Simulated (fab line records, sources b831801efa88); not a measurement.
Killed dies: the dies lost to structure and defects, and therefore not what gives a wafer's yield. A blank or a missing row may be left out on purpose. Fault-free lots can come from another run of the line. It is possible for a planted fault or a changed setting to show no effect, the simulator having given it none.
The tool behind it: which one? || flow sky130 || 14 lots, 42 wafers sampled, at 3 steps of a route of 708

## WHAT EACH GAUGE READ, for each wafer
SKY_LI_CONTACT_THK_MEAS_23: measures by xrf.
{"lot": "L141", "measured": "day 29 01:21", "on": "film_metro-01", "LI_CONTACT_W_THK (nm)": "394 396 398"}
{"lot": "L142", "measured": "day 29 08:35", "on": "film_metro-01", "LI_CONTACT_W_THK (nm)": "395 401 399"}
{"lot": "L144", "measured": "day 30 04:38", "on": "film_metro-02", "LI_CONTACT_W_THK (nm)": "403 401 409"}
{"lot": "L147", "measured": "day 31 17:43", "on": "film_metro-04", "LI_CONTACT_W_THK (nm)": "408 406 407"}
{"lot": "L148", "measured": "day 31 19:18", "on": "film_metro-04", "LI_CONTACT_W_THK (nm)": "408 416 411"}
{"lot": "L149", "measured": "day 31 23:13", "on": "film_metro-04", "LI_CONTACT_W_THK (nm)": "406 413 413"}
{"lot": "L150", "measured": "day 31 23:34", "on": "film_metro-02", "LI_CONTACT_W_THK (nm)": "400 411 399"}
{"lot": "L155", "measured": "day 33 12:34", "on": "film_metro-04", "LI_CONTACT_W_THK (nm)": "409 411 403"}
{"lot": "L156", "measured": "day 33 20:30", "on": "film_metro-01", "LI_CONTACT_W_THK (nm)": "396 394 392"}
{"lot": "L158", "measured": "day 35 12:40", "on": "film_metro-01", "LI_CONTACT_W_THK (nm)": "388 406 406"}
{"lot": "L160", "measured": "day 35 13:38", "on": "film_metro-02", "LI_CONTACT_W_THK (nm)": "423 427 402"}
{"lot": "L161", "measured": "day 35 15:28", "on": "film_metro-01", "LI_CONTACT_W_THK (nm)": "413 415 403"}
{"lot": "L163", "measured": "day 36 01:49", "on": "film_metro-01", "LI_CONTACT_W_THK (nm)": "407 392 410"}
{"lot": "L164", "measured": "day 36 09:49", "on": "film_metro-04", "LI_CONTACT_W_THK (nm)": "406 419 404"}

SKY_CONTACT_RS_MEAS_25: measurement is done with a four-point probe.
{"lot": "L141", "measured": "day 31 11:18", "on": "film_metro-03", "CONTACT_W_RS (ohm/sq)": "0.346 0.343 0.339"}
{"lot": "L142", "measured": "day 31 18:19", "on": "film_metro-02", "CONTACT_W_RS (ohm/sq)": "0.341 0.327 0.326"}
{"lot": "L144", "measured": "day 32 13:29", "on": "film_metro-03", "CONTACT_W_RS (ohm/sq)": "0.341 0.331 0.331"}
{"lot": "L147", "measured": "day 34 02:11", "on": "film_metro-03", "CONTACT_W_RS (ohm/sq)": "0.340 0.343 0.327"}
{"lot": "L148", "measured": "day 34 03:16", "on": "film_metro-03", "CONTACT_W_RS (ohm/sq)": "0.333 0.321 0.335"}
{"lot": "L149", "measured": "day 34 06:03", "on": "film_metro-03", "CONTACT_W_RS (ohm/sq)": "0.337 0.341 0.337"}
{"lot": "L150", "measured": "day 34 07:12", "on": "film_metro-03", "CONTACT_W_RS (ohm/sq)": "0.336 0.324 0.334"}
{"lot": "L155", "measured": "day 35 19:27", "on": "film_metro-03", "CONTACT_W_RS (ohm/sq)": "0.329 0.343 0.343"}
{"lot": "L156", "measured": "day 36 04:01", "on": "film_metro-04", "CONTACT_W_RS (ohm/sq)": "0.327 0.343 0.327"}
{"lot": "L158", "measured": "day 37 20:07", "on": "film_metro-03", "CONTACT_W_RS (ohm/sq)": "0.344 0.340 0.345"}
{"lot": "L160", "measured": "day 37 21:28", "on": "film_metro-03", "CONTACT_W_RS (ohm/sq)": "0.324 0.338 0.325"}
{"lot": "L161", "measured": "day 37 23:00", "on": "film_metro-02", "CONTACT_W_RS (ohm/sq)": "0.344 0.343 0.346"}
{"lot": "L163", "measured": "day 38 08:30", "on": "film_metro-03", "CONTACT_W_RS (ohm/sq)": "0.334 0.339 0.338"}
{"lot": "L164", "measured": "day 38 16:31", "on": "film_metro-03", "CONTACT_W_RS (ohm/sq)": "0.350 0.345 0.348"}

## WHICH TOOL RAN EACH LOT (tool, then ch and the chambers of the sampled wafers, then the start)
{"lot": "L141", "SKY_CONTACT_STRIP_20": "wet_bench-01 ch 0, day 31 10:37"}
{"lot": "L142", "SKY_CONTACT_STRIP_20": "wet_bench-02 ch 1, day 31 17:38"}
{"lot": "L144", "SKY_CONTACT_STRIP_20": "wet_bench-01 ch 0, day 32 12:44"}
{"lot": "L147", "SKY_CONTACT_STRIP_20": "wet_bench-01 ch 3, day 34 01:31"}
{"lot": "L148", "SKY_CONTACT_STRIP_20": "wet_bench-03 ch 2, day 34 02:34"}
{"lot": "L149", "SKY_CONTACT_STRIP_20": "wet_bench-02 ch 3, day 34 05:23"}
{"lot": "L150", "SKY_CONTACT_STRIP_20": "wet_bench-02 ch 3, day 34 06:32"}
{"lot": "L155", "SKY_CONTACT_STRIP_20": "wet_bench-02 ch 0, day 35 18:46"}
{"lot": "L156", "SKY_CONTACT_STRIP_20": "wet_bench-02 ch 3, day 36 02:56"}
{"lot": "L158", "SKY_CONTACT_STRIP_20": "wet_bench-02 ch 3, day 37 19:17"}
{"lot": "L160", "SKY_CONTACT_STRIP_20": "wet_bench-03 ch 2, day 37 20:44"}
{"lot": "L161", "SKY_CONTACT_STRIP_20": "wet_bench-03 ch 3, day 37 22:11"}
{"lot": "L163", "SKY_CONTACT_STRIP_20": "wet_bench-03 ch 1, day 38 07:44"}
{"lot": "L164", "SKY_CONTACT_STRIP_20": "wet_bench-01 ch 0, day 38 15:50"}
- SKY_CONTACT_STRIP_20: strips in post etch residue remover, time 1200 s.

## AS READ BY THE TOOLS THEMSELVES (means over the sampled wafers that have a number; for cases with no such wafer, the mark the record gives instead)
SKY_CONTACT_STRIP_20.
{"lot": "L141", "tool": "wet_bench-01", "bath_guard_temp_C (C)": 72.2, "temp_c (C)": 72.58}
{"lot": "L142", "tool": "wet_bench-02", "bath_guard_temp_C (C)": 73.6, "temp_c (C)": 72.63}
{"lot": "L144", "tool": "wet_bench-01", "bath_guard_temp_C (C)": 72.2, "temp_c (C)": 72.49}
{"lot": "L147", "tool": "wet_bench-01", "bath_guard_temp_C (C)": 73.1, "temp_c (C)": 72.63}
{"lot": "L148", "tool": "wet_bench-03", "bath_guard_temp_C (C)": 72.3, "temp_c (C)": 72.53}
{"lot": "L149", "tool": "wet_bench-02", "bath_guard_temp_C (C)": 72.4, "temp_c (C)": 72.57}
{"lot": "L150", "tool": "wet_bench-02", "bath_guard_temp_C (C)": 72.4, "temp_c (C)": 72.35}
{"lot": "L155", "tool": "wet_bench-02", "bath_guard_temp_C (C)": 72.4, "temp_c (C)": 72.58}
{"lot": "L156", "tool": "wet_bench-02", "bath_guard_temp_C (C)": 68.8, "temp_c (C)": 69.10}
{"lot": "L158", "tool": "wet_bench-02", "bath_guard_temp_C (C)": 68.8, "temp_c (C)": 68.75}
{"lot": "L160", "tool": "wet_bench-03", "bath_guard_temp_C (C)": 72.1, "temp_c (C)": 72.45}
{"lot": "L161", "tool": "wet_bench-03", "bath_guard_temp_C (C)": 72.6, "temp_c (C)": 72.42}
{"lot": "L163", "tool": "wet_bench-03", "bath_guard_temp_C (C)": 73.0, "temp_c (C)": 72.54}
{"lot": "L164", "tool": "wet_bench-01", "bath_guard_temp_C (C)": 72.3, "temp_c (C)": 72.45}

## THE ANSWER, worked out from the rows above alone
Rule: usual is defined by the lots themselves. The widest of any qualifying gaps counts: lots, ordered by their means at a reading, are off when they make up no more than a third of the lots, leave a main group of 4 or more, and stand apart from it by 3 or more times the standard deviation of that group's means. The tables above print the reading to a certain number of digits; a main group whose means all agree to those digits is not used. Also off: a lot with no number at a reading for which 4 or more lots have one. All remaining lots with rows at the step are treated as sound. After the gauges, taken in route order, come the tools' own readings; for these a lot's mean is taken, as printed above. The first step at which some lot is off is used, and at that step the reading that is off furthest; a lot without a number counts as furthest.
Off: L156, L158, at SKY_CONTACT_STRIP_20 (temp_c). For the main group the mean is 72.52 C and the standard deviation 0.084.
If a tool, at that step or one of the process steps before it, ran each lot that is off and ran no sound lot following the first of them, it fits. One fits: SKY_CONTACT_STRIP_20 on wet_bench-02. Its last sound lot is L155 (day 35 18:46), its first lot that is off L156 (day 36 02:56): a fault that began between those two fits.
The tool's own readings at SKY_CONTACT_STRIP_20 bear it out: on the lots that are off they differ by more than 5 times the standard deviation of the sound lots' means. bath_guard_temp_C reads 68.8 C there against 72.5 C on the sound lots; temp_c reads 68.92 C there against 72.52 C on the sound lots.

## WHAT THE SIMULATOR PUT IN
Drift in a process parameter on wet_bench-02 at SKY_CONTACT_STRIP_20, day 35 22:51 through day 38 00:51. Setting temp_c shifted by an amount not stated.
Lots struck among those shown: L156, L158. The rule above reached the same finding.
